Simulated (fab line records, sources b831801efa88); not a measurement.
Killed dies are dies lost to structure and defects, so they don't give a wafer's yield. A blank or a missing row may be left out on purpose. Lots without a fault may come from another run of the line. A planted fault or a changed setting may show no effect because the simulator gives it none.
fab line records | flow gf180mcu | part 2 of 2: steps 28 to 37 of 37
record lots=5 wafers=15 last_day=34
route steps=602 shown V3@430 M4@456
lots that met no fault: from a run of the same line without faults
start_h: hours from the record's first day to the start of the lot's first wafer shown | wait_h: hours since the lot's step before | " the same as in the row above | L1.1+2: a row that stands for several wafers | - no value, or no start given | * or withheld: withheld | < > ~ a bound
route shown NAME@n: a module of which the file shows steps, and the number in the route of the first | usual: mean/standard deviation of fault-free wafers | same: alike in all rows | chamber/n: place in a boat | sites: the reading at each site | _std_site: their standard deviation | _edge_site: outer sites' mean less inner sites' | radius_mm: how far each site lies from the wafer's centre | mask NAME#n: copy n | behind: the tool/chamber that last shaped the wafer | hold: why the lot was held/for how many hours/how that ended | device: the transistor (n, p or np) that didn't switch | end of line: the same wafers' tests at the end of the route | a step without rows: its recipe alone | killed: dies lost to structure and defects at the first sort, not the wafer's yield | map: a wafer's dies, x killed, . not, _ none there
set.NAME: the setting as run; set.NAME@STEP: as run at that earlier step | model.NAME: the simulator's own value behind a step, which no gauge read
lots at some steps of the route; a table a step, a row a wafer
services: from which hour (start_h, from the record's first day; less than 0 if before it) a tool's chamber was out of use, for how many hours, and why
## steps
# step GF_M4_SPUTTER_01
# recipe material=TiN target_thk_nm=30 power_w=6500 time_s=25 chamber_pressure_pa=0.4
# usual throttle_valve_pct=30.4/1.2
# columns lot.wafer tool chamber start_h wait_h throttle_valve_pct
L078.1 pvd_sputter-04 - 557.08 0.1 29.0
L078.4 " - " " 29.7
L078.5 " - " " 32.4
L081.2 pvd_sputter-04 - 583.20 0.1 29.5
L081.4 " - " " 32.7
L081.6 " - " " 29.0
L082.3 pvd_sputter-04 - 600.12 0.1 29.1
L082.4 " - " " 32.8
L082.5 " - " " 30.1
L095.1 pvd_sputter-04 - 687.60 0.1 29.5
L095.3 " - " " 29.6
L095.5 " - " " 29.3
L096.1 pvd_sputter-04 - 694.56 0.1 32.4
L096.2 " - " " 29.9
L096.6 " - " " 29.0
# step GF_M4_SPUTTER_02
# recipe material=AlCu target_thk_nm=450 power_w=10600 time_s=23.9 chamber_pressure_pa=0.4
# usual throttle_valve_pct=30.4/1.2
# columns lot.wafer tool chamber start_h wait_h throttle_valve_pct
L078.1 pvd_sputter-04 - 557.11 0.0 29.0
L078.4 " - " " 30.1
L078.5 " - " " 32.4
L081.2 pvd_sputter-04 - 583.23 0.0 29.5
L081.4 " - " " 32.7
L081.6 " - " " 29.3
L082.3 pvd_sputter-04 - 600.15 0.0 29.3
L082.4 " - " " 32.3
L082.5 " - " " 29.7
L095.1 pvd_sputter-04 - 687.63 0.0 29.6
L095.3 " - " " 29.8
L095.5 " - " " 29.7
L096.1 pvd_sputter-04 - 694.60 0.0 32.6
L096.2 " - " " 29.6
L096.6 " - " " 29.1
# step GF_M4_SPUTTER_03
# recipe material=Ti target_thk_nm=10 substrate_temp_c=300 chamber_pressure_pa=0.3 power_w=3000 time_s=6.7
# usual throttle_valve_pct=30.4/1.2
# columns lot.wafer tool chamber start_h wait_h throttle_valve_pct
L078.1 pvd_sputter-04 - 557.14 0.0 29.1
L078.4 " - " " 29.9
L078.5 " - " " 32.5
L081.2 pvd_sputter-04 - 583.26 0.0 29.7
L081.4 " - " " 32.6
L081.6 " - " " 29.2
L082.3 pvd_sputter-04 - 600.18 0.0 29.3
L082.4 " - " " 32.5
L082.5 " - " " 30.1
L095.1 pvd_sputter-04 - 687.66 0.0 29.5
L095.3 " - " " 30.0
L095.5 " - " " 29.5
L096.1 pvd_sputter-04 - 694.63 0.0 32.8
L096.2 " - " " 29.7
L096.6 " - " " 28.9
# step GF_M4_SPUTTER_04
# recipe material=TiN target_thk_nm=50 power_w=6500 time_s=41.7 chamber_pressure_pa=0.4
# usual throttle_valve_pct=30.4/1.2
# columns lot.wafer tool chamber start_h wait_h throttle_valve_pct
L078.1 pvd_sputter-04 - 557.16 0.0 29.1
L078.4 " - " " 30.0
L078.5 " - " " 32.3
L081.2 pvd_sputter-04 - 583.28 0.0 29.4
L081.4 " - " " 32.4
L081.6 " - " " 29.3
L082.3 pvd_sputter-04 - 600.20 0.0 28.8
L082.4 " - " " 32.6
L082.5 " - " " 29.9
L095.1 pvd_sputter-04 - 687.68 0.0 29.4
L095.3 " - " " 29.9
L095.5 " - " " 29.3
L096.1 pvd_sputter-04 - 694.65 0.0 32.6
L096.2 " - " " 30.1
L096.6 " - " " 28.9
# step GF_M4_RS_MEAS_05
# recipe thk_meas_gauge=four-point-probe reads=TiN_of_M4_SPUTTER_04+Ti_of_M4_SPUTTER_03+AlCu_of_M4_SPUTTER_02+TiN_of_M4_SPUTTER_01+Ti_of_M4_SPUTTER_00
# usual M4_ALCU_RS=0.0695/0.00064
# columns lot.wafer tool chamber start_h wait_h M4_ALCU_RS[ohm/sq]
L078.1 film_metro-04 - 557.20 0.0 0.0708
L078.4 " - " " 0.0701
L078.5 " - " " 0.0707
L081.2 film_metro-01 - 583.34 0.0 0.0698
L081.4 " - " " 0.0693
L081.6 " - " " 0.0696
L082.3 film_metro-04 - 600.28 0.1 0.0698
L082.4 " - " " 0.0688
L082.5 " - " " 0.0688
L095.1 film_metro-01 - 687.72 0.0 0.0691
L095.3 " - " " 0.0685
L095.5 " - " " 0.0695
L096.1 film_metro-02 - 694.69 0.0 0.0695
L096.2 " - " " 0.0693
L096.6 " - " " 0.0693
# step GF_M4_THK_MEAS_06
# recipe thk_meas_gauge=xrf reads=AlCu_of_M4_SPUTTER_02
# usual M4_ALCU_THK=453/4
# columns lot.wafer tool chamber start_h wait_h M4_ALCU_THK[nm]
L078.1 film_metro-04 - 557.32 0.1 445
L078.4 " - " " 451
L078.5 " - " " 447
L081.2 film_metro-01 - 583.45 0.1 448
L081.4 " - " " 455
L081.6 " - " " 452
L082.3 film_metro-04 - 600.38 0.1 452
L082.4 " - " " 457
L082.5 " - " " 457
L095.1 film_metro-01 - 687.84 0.1 456
L095.3 " - " " 462
L095.5 " - " " 454
L096.1 film_metro-02 - 694.81 0.1 453
L096.2 " - " " 455
L096.6 " - " " 453
# step GF_M4_DEHYDRATE_07
# recipe temp_c=200 time_s=60
# usual exhaust_pa=45.0/0.9
# columns lot.wafer tool chamber start_h wait_h exhaust_pa
L078.1 litho_track-04 0 567.64 10.3 46.3
L078.4 " 0 " " 45.2
L078.5 " 0 " " 46.4
L081.2 litho_track-01 0 593.63 10.2 44.7
L081.4 " 0 " " 45.1
L081.6 " 0 " " 44.8
L082.3 litho_track-03 0 608.88 8.5 42.9
L082.4 " 0 " " 44.1
L082.5 " 0 " " 44.7
L095.1 litho_track-03 0 695.98 8.1 44.3
L095.3 " 0 " " 44.6
L095.5 " 0 " " 45.7
L096.1 litho_track-03 0 704.13 9.3 45.7
L096.2 " 0 " " 45.6
L096.6 " 0 " " 44.6
# step GF_M4_HMDS_08
# recipe prime_time_s=60 prime_temp_c=120
# usual exhaust_pa=45.1/1
# columns lot.wafer tool chamber start_h wait_h exhaust_pa
L078.1 litho_track-04 0 567.79 0.1 45.4
L078.4 " 0 " " 45.5
L078.5 " 0 " " 44.3
L081.2 litho_track-01 0 593.78 0.1 44.1
L081.4 " 0 " " 45.0
L081.6 " 0 " " 44.0
L082.3 litho_track-03 0 609.03 0.1 46.8
L082.4 " 0 " " 45.0
L082.5 " 0 " " 46.7
L095.1 litho_track-03 0 696.13 0.1 45.0
L095.3 " 0 " " 44.6
L095.5 " 0 " " 44.9
L096.1 litho_track-03 0 704.28 0.1 45.8
L096.2 " 0 " " 45.1
L096.6 " 0 " " 45.3
# step GF_M4_COAT_09
# recipe resist=KrF spin_rpm=withheld resist_thk_nm=1000
# usual exhaust_pa=45.1/0.8
# columns lot.wafer tool chamber start_h wait_h exhaust_pa
L078.1 litho_track-04 0 567.94 0.1 45.6
L078.4 " 0 " " 45.1
L078.5 " 0 " " 45.6
L081.2 litho_track-01 0 593.93 0.1 45.0
L081.4 " 0 " " 44.9
L081.6 " 0 " " 45.6
L082.3 litho_track-03 0 609.18 0.1 46.2
L082.4 " 0 " " 45.9
L082.5 " 0 " " 46.0
L095.1 litho_track-03 0 696.28 0.1 44.9
L095.3 " 0 " " 45.7
L095.5 " 0 " " 45.3
L096.1 litho_track-03 0 704.43 0.1 45.7
L096.2 " 0 " " 44.9
L096.6 " 0 " " 44.5
# step GF_M4_SOFTBAKE_10
# recipe temp_c=130 time_s=60 resist=KrF
# usual exhaust_pa=45.3/0.89
# columns lot.wafer tool chamber start_h wait_h exhaust_pa
L078.1 litho_track-04 0 568.09 0.1 46.4
L078.4 " 0 " " 43.6
L078.5 " 0 " " 45.1
L081.2 litho_track-01 0 594.08 0.1 45.8
L081.4 " 0 " " 46.9
L081.6 " 0 " " 45.3
L082.3 litho_track-03 0 609.33 0.1 46.8
L082.4 " 0 " " 45.7
L082.5 " 0 " " 46.7
L095.1 litho_track-03 0 696.43 0.1 44.4
L095.3 " 0 " " 44.7
L095.5 " 0 " " 45.4
L096.1 litho_track-03 0 704.58 0.1 47.6
L096.2 " 0 " " 45.0
L096.6 " 0 " " 45.5
## services
# columns tool chamber start_h hours kind
krf_scanner-01 - 513.95 1.3 pm
krf_scanner-02 - 524.27 1.0 pm
wet_bench-02 - 524.78 0.5 repair
krf_scanner-01 - 534.32 1.0 pm
krf_scanner-01 - 554.83 4.4 pm
cmp-01 - 568.48 1.1 repair
cmp-01 - 572.00 4.0 pm
rie_diel-02 3 572.12 51.8 repair
cmp-02 - 606.74 4.2 repair
cmp-01 - 608.89 0.6 repair
cmp-02 - 625.74 1.2 repair
krf_scanner-01 - 628.89 0.8 pm
cvd_w-02 - 644.49 2.8 pm
cmp-02 - 653.98 0.7 repair
pvd_sputter-01 - 663.52 0.7 repair
cmp-01 - 673.59 3.1 repair
pvd_sputter-01 - 676.78 0.7 repair
cmp-02 - 678.44 1.3 repair
plasma_asher-04 - 682.61 6.4 repair
cmp-02 - 686.00 21.7 repair
pvd_sputter-04 - 689.17 1.6 repair
krf_scanner-01 - 689.85 1.3 pm
pvd_sputter-03 - 702.58 3.2 repair
cmp-01 - 703.41 7.3 repair
